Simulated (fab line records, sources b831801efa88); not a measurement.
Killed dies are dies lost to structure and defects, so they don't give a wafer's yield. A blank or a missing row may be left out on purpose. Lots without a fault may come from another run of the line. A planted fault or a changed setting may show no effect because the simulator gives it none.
Which tool did it? | flow gf180mcu | 6 lots, 18 wafers sampled, at 4 steps of a route of 602

WHAT THE GAUGES READ, wafer by wafer
GF_V3_RS_MEAS_24: measures by four-point-probe.
lot  | measured     | on            | V3_W_RS (ohm/sq)
L113 | day 23 06:31 | film_metro-01 | 0.328 0.332 0.328
L119 | day 25 08:04 | film_metro-03 | 0.372 0.372 0.331
L124 | day 27 01:36 | film_metro-03 | 0.330 0.334 0.332
L130 | day 28 22:32 | film_metro-04 | 0.326 0.321 0.325
L132 | day 29 12:01 | film_metro-04 | 0.325 0.329 0.324
L134 | day 29 22:59 | film_metro-03 | 0.341 0.334 0.342

WHICH TOOL RAN EACH LOT (tool, then ch and the chambers of the sampled wafers, then the start)
lot  | GF_M3_SPUTTER_01             | GF_M3_SPUTTER_04             | GF_V3_CVD_23
L113 | pvd_sputter-02, day 21 04:28 | pvd_sputter-02, day 21 04:33 | cvd_w-01 ch 0,1, day 23 06:23
L119 | pvd_sputter-03, day 23 08:49 | pvd_sputter-03, day 23 08:53 | cvd_w-01 ch 0,1, day 25 07:58
L124 | pvd_sputter-01, day 25 05:27 | pvd_sputter-01, day 25 05:32 | cvd_w-02 ch 0,1, day 27 01:28
L130 | pvd_sputter-01, day 27 03:56 | pvd_sputter-01, day 27 04:01 | cvd_w-01 ch 0,1, day 28 22:24
L132 | pvd_sputter-03, day 27 19:00 | pvd_sputter-03, day 27 19:05 | cvd_w-01 ch 0,1, day 29 11:53
L134 | pvd_sputter-02, day 28 06:43 | pvd_sputter-02, day 28 06:47 | cvd_w-02 ch 0,1, day 29 22:53
- GF_M3_SPUTTER_01: material TiN, target thk 30 nm, time 25 s.
- GF_M3_SPUTTER_04: material TiN, target thk 50 nm, time 41.7 s.
- GF_V3_CVD_23: deposits W, target thk 350 nm, time 104.9 s.

THE ANSWER, worked out from the rows above alone
Rule: what is usual is taken from the lots themselves. Put in order of their means at a reading, lots are off if they are a third of the lots or fewer, leave a main group of 4 or more, and stand apart from it by a gap of 3 or more times the standard deviation of the main group's means; of several such gaps the widest counts. A main group whose means are all the same, to the digits that the tables above print for the reading, isn't used. A lot without any number at a reading at which 4 lots or more have one is off too. The other lots that the step has rows for count as sound.
Off: L119, at GF_V3_RS_MEAS_24 (V3_W_RS). The main group: mean 0.330 ohm/sq, standard deviation 0.0052.
A tool fits if, at a process step before that reading, it ran every lot that is off, and no sound lot after the first of them. The gauges at GF_V3_RS_MEAS_24 are tried like those tools. None of those tried fits.

WHAT THE SIMULATOR HAD PUT IN
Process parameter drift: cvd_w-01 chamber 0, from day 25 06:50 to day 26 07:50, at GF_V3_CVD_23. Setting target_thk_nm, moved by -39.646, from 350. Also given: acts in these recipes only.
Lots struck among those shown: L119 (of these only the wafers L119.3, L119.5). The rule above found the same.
